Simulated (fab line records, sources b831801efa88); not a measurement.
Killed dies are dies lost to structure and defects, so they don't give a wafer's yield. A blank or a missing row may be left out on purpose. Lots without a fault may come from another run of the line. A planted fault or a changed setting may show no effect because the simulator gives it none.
Which tool did it? | flow sky130 | 13 lots, 39 wafers sampled, at 5 steps of a route of 708

WHAT THE GAUGES READ, wafer by wafer
SKY_SD_N_CD_MEAS_07: target cd 380 nm. Usual: cd_nm 380.1 nm, standard deviation 2.2.
lot  | measured     | on        | cd_nm (nm)        | flag
L326 | day 29 07:58 | cd_sem-01 | 379.4 380.5 379.1 |
L328 | day 29 10:14 | cd_sem-01 | 382.2 383.2 381.4 |
L330 | day 30 00:50 | cd_sem-02 | 380.3 382.1 379.8 |
L329 | day 30 08:48 | cd_sem-02 | 378.6 378.1 377.9 |
L332 | day 30 15:01 | cd_sem-02 | 380.8 381.2 381.9 |
L334 | day 31 10:28 | cd_sem-02 | 379.9 377.4 378.7 |
L335 | day 31 18:40 | cd_sem-01 | 381.9 380.8 382.7 |
L338 | day 32 05:16 | cd_sem-01 | 379.2 379.9 378.3 |
L337 | day 32 06:51 | cd_sem-02 | 376.9 377.7 375.4 |
L339 | day 33 01:52 | cd_sem-01 | 378.9 377.7 380.4 |
L341 | day 33 16:53 | cd_sem-02 | 379.0 380.5 377.6 |
L346 | day 34 19:38 | cd_sem-01 | 379.8 379.3 379.3 |
L347 | day 35 06:57 | cd_sem-01 | 380.8 382.8 383.4 |

SKY_SD_N_RS_MEAS_18: measures by four-point-probe. Usual: RES_XHIGH_RS 333.1 ohm/sq, standard deviation 1.1.
lot  | measured     | on            | RES_XHIGH_RS (ohm/sq) | flag
L326 | day 29 09:02 | film_metro-04 | 332.1 332.0 332.9     |
L328 | day 29 11:18 | film_metro-04 | 332.7 332.3 332.6     |
L330 | day 30 01:55 | film_metro-04 | 333.1 332.3 332.7     |
L329 | day 30 09:53 | film_metro-04 | 331.6 334.3 333.3     |
L332 | day 30 16:05 | film_metro-02 | 332.4 331.3 332.5     |
L334 | day 31 11:33 | film_metro-04 | 333.1 334.8 334.3     |
L335 | day 31 19:47 | film_metro-04 | 332.3 332.5 333.1     |
L338 | day 32 06:21 | film_metro-03 | 332.5 332.6 332.6     |
L337 | day 32 07:56 | film_metro-03 | 332.4 332.5 331.9     |
L339 | day 33 02:57 | film_metro-03 | 334.3 334.6 334.6     |
L341 | day 33 17:58 | film_metro-03 | 333.1 331.7 333.3     |
L346 | day 34 20:43 | film_metro-03 | 331.0 331.0 333.4     |
L347 | day 35 08:02 | film_metro-02 | 333.2 333.4 334.2     |

SKY_LI_CONTACT_THK_MEAS_01. Usual: LI_CONTACT_HDPCVD_THK 924 nm, standard deviation 11.
lot  | measured     | on            | LI_CONTACT_HDPCVD_THK (nm) | flag
L326 | day 29 09:16 | film_metro-03 | 923 916 923                |
L328 | day 29 11:31 | film_metro-02 | 909 904 906                |
L330 | day 30 02:12 | film_metro-04 | 943 934 936                |
L329 | day 30 10:07 | film_metro-02 | 931 932 914                |
L332 | day 30 16:19 | film_metro-02 | 947 930 924                |
L334 | day 31 11:47 | film_metro-03 | 926 926 924                |
L335 | day 31 20:03 | film_metro-03 | 925 930 921                |
L338 | day 32 06:35 | film_metro-02 | 750 763 759                | OFF
L337 | day 32 08:10 | film_metro-04 | 764 764 767                | OFF
L339 | day 33 03:11 | film_metro-02 | 771 769 748                | OFF
L341 | day 33 18:12 | film_metro-02 | 938 942 912                |
L346 | day 34 20:57 | film_metro-04 | 928 929 927                |
L347 | day 35 08:16 | film_metro-04 | 932 913 917                |

SKY_LI_CONTACT_BOW_MEAS_03. Usual: LI_CONTACT_BOW 55 um, standard deviation 7.1.
lot  | measured     | on            | LI_CONTACT_BOW (um) | flag
L326 | day 29 09:38 | film_metro-04 | 51 61 56            |
L328 | day 29 11:54 | film_metro-02 | 44 69 61            |
L330 | day 30 02:34 | film_metro-02 | 47 57 68            |
L329 | day 30 10:29 | film_metro-04 | 48 56 55            |
L332 | day 30 16:41 | film_metro-04 | 49 61 49            |
L334 | day 31 12:09 | film_metro-04 | 49 61 57            |
L335 | day 31 20:27 | film_metro-04 | 62 58 66            |
L338 | day 32 06:57 | film_metro-04 | 51 41 50            |
L337 | day 32 08:32 | film_metro-04 | 58 50 62            |
L339 | day 33 03:32 | film_metro-03 | 45 51 55            |
L341 | day 33 18:34 | film_metro-02 | 47 68 61            |
L346 | day 34 21:19 | film_metro-03 | 58 50 49            |
L347 | day 35 08:38 | film_metro-02 | 54 52 55            |

WHICH TOOL RAN EACH LOT (tool, then ch and the chambers of the sampled wafers, then the start)
lot  | SKY_LI_CONTACT_HDPCVD_00
L326 | hdpcvd-02 ch 0,1, day 29 09:09
L328 | hdpcvd-02 ch 0,1,2, day 29 11:26
L330 | hdpcvd-01 ch 1,2, day 30 02:03
L329 | hdpcvd-01 ch 0,1, day 30 10:00
L332 | hdpcvd-01 ch 0,1,2, day 30 16:11
L334 | hdpcvd-01 ch 1,2, day 31 11:40
L335 | hdpcvd-02 ch 0,1, day 31 19:57
L338 | hdpcvd-02 ch 0,1,2, day 32 06:28
L337 | hdpcvd-02 ch 0,1,2, day 32 08:03
L339 | hdpcvd-02 ch 0,1,2, day 33 03:05
L341 | hdpcvd-01 ch 0,1,2, day 33 18:05
L346 | hdpcvd-01 ch 0,1,2, day 34 20:51
L347 | hdpcvd-01 ch 0,2, day 35 08:08
- SKY_LI_CONTACT_HDPCVD_00: deposits PSG, target thk 930 nm, time 155 s.

WHAT THE TOOLS THEMSELVES READ (means of the sampled wafers that have a number; where no wafer has one, the mark that the record gives instead)
The record holds no such reading with a usual standard deviation.

THE ANSWER, worked out from the rows above alone
Rule: a lot is off if the mean of its wafers that have a number lies more than 3 standard deviations from the usual mean. A lot without any number at a reading at which 4 lots or more have one is off too. The other lots that the step has rows for count as sound. The gauges are gone through in route order, then the tools' own readings, and for those a lot's mean is taken as printed above. The first step at which some lot is off is used, and at that step the reading that is off furthest; a lot without a number counts as furthest.
Off: L338, L337, L339, at SKY_LI_CONTACT_THK_MEAS_01 (LI_CONTACT_HDPCVD_THK).
A tool fits if, at a process step before that reading, it ran every lot that is off, and no sound lot after the first of them. The gauges at SKY_LI_CONTACT_THK_MEAS_01 are tried like those tools. One fits: hdpcvd-02 at SKY_LI_CONTACT_HDPCVD_00. Its last sound lot is L335 (day 31 19:57), its first lot that is off L338 (day 32 06:28): a fault that began between those two fits.

WHAT THE SIMULATOR HAD PUT IN
Site profile drift: hdpcvd-02, from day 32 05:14 on, at SKY_LI_CONTACT_HDPCVD_00. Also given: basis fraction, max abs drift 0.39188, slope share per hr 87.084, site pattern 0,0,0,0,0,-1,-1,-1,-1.
Lots struck among those shown: L338, L337, L339. The rule above found the same.
